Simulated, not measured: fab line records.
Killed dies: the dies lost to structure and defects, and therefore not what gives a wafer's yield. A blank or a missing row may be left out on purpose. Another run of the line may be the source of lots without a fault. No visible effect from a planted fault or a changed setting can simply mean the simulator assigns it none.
Which tool did it? | flow gf180mcu | 13 lots with 39 wafers sampled at 5 steps, on a route of 602 steps

== WHAT THE GAUGES READ, wafer by wafer ==
GF_CONTACT_CD_MEAS_14 targets a cd of 220 nm.
lot  | measured     | on        | cd_nm (nm)
L640 | day 16 16:32 | cd_sem-01 | 219.8 221.3 221.2
L641 | day 17 02:11 | cd_sem-01 | 223.4 221.2 221.4
L642 | day 17 09:16 | cd_sem-01 | 217.1 218.0 218.0
L643 | day 17 15:39 | cd_sem-02 | 222.6 221.4 220.9
L644 | day 18 03:21 | cd_sem-01 | 219.3 219.3 220.8
L645 | day 18 17:45 | cd_sem-01 | 221.5 220.8 220.7
L648 | day 20 02:44 | cd_sem-01 | 211.8 212.8 212.5
L651 | day 21 01:12 | cd_sem-01 | 213.0 212.7 213.7
L654 | day 22 00:26 | cd_sem-01 | 219.2 219.5 219.8
L655 | day 22 09:47 | cd_sem-01 | 221.2 221.1 219.3
L660 | day 23 23:41 | cd_sem-01 | 222.4 222.0 222.4
L659 | day 24 00:03 | cd_sem-02 | 222.2 221.6 222.6
L661 | day 24 10:14 | cd_sem-01 | 219.2 219.4 219.8

GF_V1_BOW_MEAS_05.
lot  | measured     | on            | V1_BOW (um)
L640 | day 17 17:06 | film_metro-02 | 84 80 90
L641 | day 18 03:42 | film_metro-01 | 75 78 70
L642 | day 18 11:35 | film_metro-02 | 80 78 80
L643 | day 18 18:31 | film_metro-01 | 78 82 77
L644 | day 19 06:10 | film_metro-02 | 78 87 80
L645 | day 19 21:05 | film_metro-03 | 70 78 67
L648 | day 21 05:46 | film_metro-01 | 79 70 88
L651 | day 22 04:05 | film_metro-03 | 87 83 79
L654 | day 23 02:31 | film_metro-02 | 68 74 82
L655 | day 23 11:35 | film_metro-02 | 67 68 70
L660 | day 25 00:22 | film_metro-02 | 81 85 93
L659 | day 25 00:30 | film_metro-03 | 71 90 82
L661 | day 25 10:29 | film_metro-02 | 78 81 78

== WHICH TOOL RAN EACH LOT (tool, then ch and the chambers of the sampled wafers, then the start) ==
lot  | GF_CONTACT_CMP_04             | GF_CONTACT_PEB_12                 | GF_M1_SPUTTER_03
L640 | cmp-02 ch 1,2,3, day 15 17:22 | litho_track-04 ch 0, day 16 16:11 | pvd_sputter-02, day 16 18:00
L641 | cmp-01 ch 0,1,3, day 16 02:50 | litho_track-04 ch 0, day 17 01:50 | pvd_sputter-03, day 17 03:41
L642 | cmp-01 ch 1,2,3, day 16 10:39 | litho_track-02 ch 0, day 17 08:56 | pvd_sputter-01, day 17 10:41
L643 | cmp-02 ch 0,2,3, day 16 17:54 | litho_track-02 ch 0, day 17 15:19 | pvd_sputter-03, day 17 17:05
L644 | cmp-02 ch 1,2,3, day 17 04:10 | litho_track-02 ch 0, day 18 03:01 | pvd_sputter-01, day 18 04:47
L645 | cmp-02 ch 0,3, day 17 17:16   | litho_track-02 ch 0, day 18 17:25 | pvd_sputter-02, day 18 19:11
L648 | cmp-01 ch 0,2, day 19 02:17   | litho_track-02 ch 0, day 20 02:23 | pvd_sputter-01, day 20 04:14
L651 | cmp-02 ch 0,1,2, day 20 00:47 | litho_track-02 ch 0, day 21 00:52 | pvd_sputter-02, day 21 02:38
L654 | cmp-01 ch 2,3, day 21 00:22   | litho_track-01 ch 0, day 22 00:07 | pvd_sputter-02, day 22 01:53
L655 | cmp-02 ch 1,2,3, day 21 09:45 | litho_track-04 ch 0, day 22 09:26 | pvd_sputter-02, day 22 11:16
L660 | cmp-01 ch 0,2, day 23 00:51   | litho_track-02 ch 0, day 23 23:20 | pvd_sputter-02, day 24 01:08
L659 | cmp-02 ch 0,1, day 23 01:01   | litho_track-02 ch 0, day 23 23:43 | pvd_sputter-03, day 24 01:29
L661 | cmp-01 ch 0,1,3, day 23 10:51 | litho_track-01 ch 0, day 24 09:55 | pvd_sputter-02, day 24 11:52
- GF_CONTACT_CMP_04: polishes SiO2.
- GF_CONTACT_PEB_12: peb time 90 s.
- GF_M1_SPUTTER_03: material Ti, target thk 10 nm, time 6.7 s.

== AS READ BY THE TOOLS THEMSELVES (means over the sampled wafers that have a number; for cases with no such wafer, the mark the record gives instead) ==
GF_CONTACT_CMP_04.
lot  | tool   | motor_current_A (A) | time_to_endpoint_s (s)
L640 | cmp-02 | 11.9                | 104
L641 | cmp-01 | 11.0                | 101
L642 | cmp-01 | 12.1                | 110
L643 | cmp-02 | 12.6                | 115
L644 | cmp-02 | 11.6                | 108
L645 | cmp-02 | 12.4                | 116
L648 | cmp-01 | 12.4                | 109
L651 | cmp-02 | 12.0                | 116
L654 | cmp-01 | 12.5                | 122
L655 | cmp-02 | 11.4                | 109
L660 | cmp-01 | 12.3                | 115
L659 | cmp-02 | 11.6                | 116
L661 | cmp-01 | 11.4                | 105

GF_CONTACT_PEB_12.
lot  | tool           | heater_power_total_W (W)
L640 | litho_track-04 | 85.69
L641 | litho_track-04 | 85.76
L642 | litho_track-02 | 85.72
L643 | litho_track-02 | 85.77
L644 | litho_track-02 | 85.70
L645 | litho_track-02 | 85.64
L648 | litho_track-02 | 92.09
L651 | litho_track-02 | 92.07
L654 | litho_track-01 | 85.71
L655 | litho_track-04 | 85.71
L660 | litho_track-02 | 85.76
L659 | litho_track-02 | 85.68
L661 | litho_track-01 | 85.79

GF_M1_SPUTTER_03.
lot  | tool           | chamber_pressure_pa (Pa) | throttle_valve_pct (%)
L640 | pvd_sputter-02 | 0.3001                   | 30.1
L641 | pvd_sputter-03 | 0.3006                   | 29.6
L642 | pvd_sputter-01 | 0.3004                   | 29.1
L643 | pvd_sputter-03 | 0.3002                   | 30.5
L644 | pvd_sputter-01 | 0.2999                   | 28.8
L645 | pvd_sputter-02 | 0.3003                   | 30.6
L648 | pvd_sputter-01 | 0.3001                   | 28.8
L651 | pvd_sputter-02 | 0.3000                   | 30.0
L654 | pvd_sputter-02 | 0.3007                   | 29.8
L655 | pvd_sputter-02 | 0.3004                   | 31.1
L660 | pvd_sputter-02 | 0.2996                   | 30.9
L659 | pvd_sputter-03 | 0.3003                   | 30.4
L661 | pvd_sputter-02 | 0.3005                   | 30.8

== THE ANSWER, worked out from the rows above alone ==
Rule: usual is defined by the lots themselves. The widest of any qualifying gaps counts: lots, ordered by their means at a reading, are off when they make up no more than a third of the lots, leave a main group of 4 or more, and stand apart from it by 3 or more times the standard deviation of that group's means. A main group whose means are all the same, to the digits that the tables above print for the reading, isn't used. A lot without any number at a reading at which 4 lots or more have one is off too. The other lots that the step has rows for count as sound. Order of review: gauges by route order, followed by the tools' own readings, for which a lot's mean as printed above is used. At the first step where some lot is off, the reading lying furthest off is the one used; lots without a number count as furthest.
Off, at GF_CONTACT_CD_MEAS_14 on cd_nm: L648, L651. Mean 220.6 nm and standard deviation 1.3 in the main group.
A tool fits if, at a process step before that reading, it ran every lot that is off, and no sound lot after the first of them. Not tried: the gauges at GF_CONTACT_CD_MEAS_14; whatever is off there is also off at GF_CONTACT_PEB_12, on other tools, and gauge error can't account for it. Of those tried, none fits.

== WHAT THE SIMULATOR HAD INSERTED ==
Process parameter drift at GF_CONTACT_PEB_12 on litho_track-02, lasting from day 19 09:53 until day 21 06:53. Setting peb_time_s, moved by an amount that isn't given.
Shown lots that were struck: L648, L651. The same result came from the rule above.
